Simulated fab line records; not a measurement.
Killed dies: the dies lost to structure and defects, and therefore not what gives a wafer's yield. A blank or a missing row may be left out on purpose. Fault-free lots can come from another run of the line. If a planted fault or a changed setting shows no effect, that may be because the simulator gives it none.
What tool caused it? -- flow sky130 -- Sampling: 13 lots, 39 wafers, 4 of 708 route steps

## WHAT THE GAUGES SHOWED, per wafer
SKY_VT_ADJUST_HVTP_TW_MEAS_11. Usual: VT_ADJUST_HVTP_TW 1355, standard deviation 14.
lot,measured,on,VT_ADJUST_HVTP_TW,flag
L586,day 6 16:05,film metro-01,1350 1349 1353,
L590,day 7 09:04,film metro-04,1365 1365 1361,
L591,day 7 16:08,film metro-04,1357 1355 1354,
L592,day 7 20:28,film metro-01,1344 1346 1347,
L593,day 7 23:44,film metro-01,1349 1342 1344,
L594,day 8 12:19,film metro-01,1341 1349 1347,
L595,day 8 12:49,film metro-01,1345 1349 1349,
L600,day 9 21:02,film metro-01,1344 1345 1336,
L605,day 11 08:47,film metro-01,1357 1339 1342,
L606,day 11 16:02,film metro-03,1375 1372 1375,
L607,day 11 21:53,film metro-03,1377 1370 1380,
L608,day 11 23:52,film metro-03,1372 1381 1375,
L609,day 12 03:25,film metro-01,1344 1339 1339,

SKY_VT_ADJUST_LVTN_OVL_MEAS_07. Usual: VT_ADJUST_LVTN_OVL -1.0 nm, standard deviation 1.5.
lot,measured,on,VT_ADJUST_LVTN_OVL (nm),flag
L586,day 7 10:47,overlay-01,1.1 -0.5 -2.5,
L590,day 8 04:44,overlay-01,-2.1 -1.8 -1.3,
L591,day 8 12:16,overlay-01,0.2 -0.1 -1.2,
L592,day 8 17:10,overlay-02,-3.2 -2.5 -1.4,
L593,day 8 20:19,overlay-02,-2.8 -1.1 -1.3,
L594,day 9 10:11,overlay-02,-1.5 -2.5 -2.7,
L595,day 9 10:40,overlay-01,-0.2 0.3 -2.7,
L600,day 10 19:16,overlay-02,-2.8 -0.7 -0.2,
L605,day 12 07:41,overlay-02,0.2 -2.1 -2.3,
L606,day 12 15:47,overlay-02,1.7 0.6 0.9,
L607,day 12 21:17,overlay-01,0.4 -2.2 -0.5,
L608,day 12 23:43,overlay-01,-3.6 -1.3 -0.6,
L609,day 13 03:35,overlay-01,-0.7 -1.5 -0.8,

SKY_VT_ADJUST_HVTR_OVL_MEAS_08. Usual: VT_ADJUST_HVTR_OVL -0.4 nm, standard deviation 1.5.
lot,measured,on,VT_ADJUST_HVTR_OVL (nm),flag
L586,day 10 02:41,overlay-02,3.3 0.7 0.0,
L590,day 10 22:24,overlay-01,-2.4 -0.4 0.1,
L591,day 11 07:36,overlay-01,-0.1 -1.9 0.8,
L592,day 11 12:39,overlay-01,-149.4 -151.0 -149.6,OFF
L593,day 11 15:56,overlay-01,-1.6 -0.2 1.0,
L594,day 12 05:53,overlay-01,-148.9 -150.2 -149.7,OFF
L595,day 12 06:35,overlay-01,-148.4 -150.0 -150.0,OFF
L600,day 13 18:12,overlay-01,0.1 1.4 1.7,
L605,day 15 10:36,overlay-02,-1.4 -2.1 -1.1,
L606,day 15 20:20,overlay-02,0.1 0.8 -1.0,
L607,day 16 00:57,overlay-01,-1.1 1.4 2.2,
L608,day 16 04:56,overlay-01,0.2 0.2 4.1,
L609,day 16 08:48,overlay-02,1.8 2.6 0.6,

## EACH LOT AND THE TOOL THAT RAN IT (in order: tool; ch and the chambers of the sampled wafers; start)
lot,SKY_VT_ADJUST_HVTR_EXPOSE_04
L586,"iline stepper-01 ch 0, day 9 16:00"
L590,"iline stepper-02 ch 0, day 10 11:36"
L591,"iline stepper-02 ch 0, day 10 19:53"
L592,"iline stepper-02 ch 0, day 11 00:58"
L593,"iline stepper-01 ch 0, day 11 04:19"
L594,"iline stepper-02 ch 0, day 11 18:15"
L595,"iline stepper-02 ch 0, day 11 18:46"
L600,"iline stepper-01 ch 0, day 13 07:05"
L605,"iline stepper-01 ch 0, day 14 21:27"
L606,"iline stepper-01 ch 0, day 15 06:31"
L607,"iline stepper-01 ch 0, day 15 12:08"
L608,"iline stepper-01 ch 0, day 15 16:11"
L609,"iline stepper-01 ch 0, day 15 20:11"
- SKY_VT_ADJUST_HVTR_EXPOSE_04: exposes mask HVTRM, target cd 380 nm.

## AS READ BY THE TOOLS THEMSELVES (means over the sampled wafers that have a number; for cases with no such wafer, the mark the record gives instead)
The record holds no such reading with a usual standard deviation.

## THE ANSWER, worked out from the rows above alone
Rule: a lot counts as off when the mean over its wafers that have a number is more than 3 standard deviations away from the usual mean. Also off: a lot with no number at a reading for which 4 or more lots have one. The other lots that the step has rows for count as sound. Order of review: gauges by route order, followed by the tools' own readings, for which a lot's mean as printed above is used. The first step at which some lot is off is used, and at that step the reading that is off furthest; a lot without a number counts as furthest.
Off: at SKY_VT_ADJUST_HVTR_OVL_MEAS_08 (VT_ADJUST_HVTR_OVL), L592, L594, L595.
A tool fits if, at a process step before that reading, it ran every lot that is off, and no sound lot after the first of them. The gauges at SKY_VT_ADJUST_HVTR_OVL_MEAS_08 are tried like those tools. One candidate fits, namely iline stepper-02 at SKY_VT_ADJUST_HVTR_EXPOSE_04. Its last sound lot is L591 (day 10 19:53), its first lot that is off L592 (day 11 00:58): a fault that began between those two fits.

## WHAT THE SIMULATOR HAD PUT IN
Scanner matching overlay: iline stepper-02, from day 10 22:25 on, at SKY_VT_ADJUST_HVTR_EXPOSE_04. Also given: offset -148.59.
Struck lots among those shown: L592, L594, L595. Same finding as the rule above.
